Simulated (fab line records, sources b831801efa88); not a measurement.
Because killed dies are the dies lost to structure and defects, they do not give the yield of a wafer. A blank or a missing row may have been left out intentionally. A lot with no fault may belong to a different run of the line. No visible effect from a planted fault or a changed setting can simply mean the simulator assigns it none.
What tool caused it? -- flow sky130 -- 6 lots with 18 wafers sampled at 2 steps, on a route of 708 steps

## WHAT EACH GAUGE READ, for each wafer
SKY_CAP2M_OVL_MEAS_12.
lot,measured,on,CAP2M_OVL (nm)
L445,day 41 00:40,overlay-02,-2.0 -2.5 -0.8
L448,day 41 16:45,overlay-01,0.3 1.9 1.2
L451,day 42 21:49,overlay-02,-0.7 -0.8 -3.1
L454,day 43 09:47,overlay-01,0.9 1.5 -0.6
L460,day 44 23:46,overlay-01,-1.4 -0.1 0.4
L467,day 46 18:25,overlay-02,0.1 -0.7 1.0

## WHAT TOOL EACH LOT RAN ON (gives the tool, then ch and the chambers of the sampled wafers, and finally the start)
lot,SKY_VIA3_CMP_24
L445,"cmp-01 ch 0,3, day 39 23:32"
L448,"cmp-02 ch 1,3, day 40 15:46"
L451,"cmp-01 ch 0,1, day 41 22:23"
L454,"cmp-02 ch 0,1,2, day 42 10:41"
L460,"cmp-02 ch 0,1,2, day 44 03:04"
L467,"cmp-01 ch 0,2,3, day 45 21:07"
- SKY_VIA3_CMP_24: polishes, stops on SiO2, t overpolish 20 s, target thk 0 nm.

## THE ANSWER, worked out from the rows above alone
Rule: what is usual is taken from the lots themselves. Put in order of their means at a reading, lots are off if they are a third of the lots or fewer, leave a main group of 4 or more, and stand apart from it by a gap of 3 or more times the standard deviation of the main group's means; of several such gaps the widest counts. The tables above print the reading to a certain number of digits; a main group whose means all agree to those digits is not used. Also off: a lot with no number at a reading for which 4 or more lots have one. Where the step has rows for the other lots, those lots are counted as sound.
No lot is off at any reading shown: from this, nothing can be told.

## WHAT THE SIMULATOR HAD INSERTED
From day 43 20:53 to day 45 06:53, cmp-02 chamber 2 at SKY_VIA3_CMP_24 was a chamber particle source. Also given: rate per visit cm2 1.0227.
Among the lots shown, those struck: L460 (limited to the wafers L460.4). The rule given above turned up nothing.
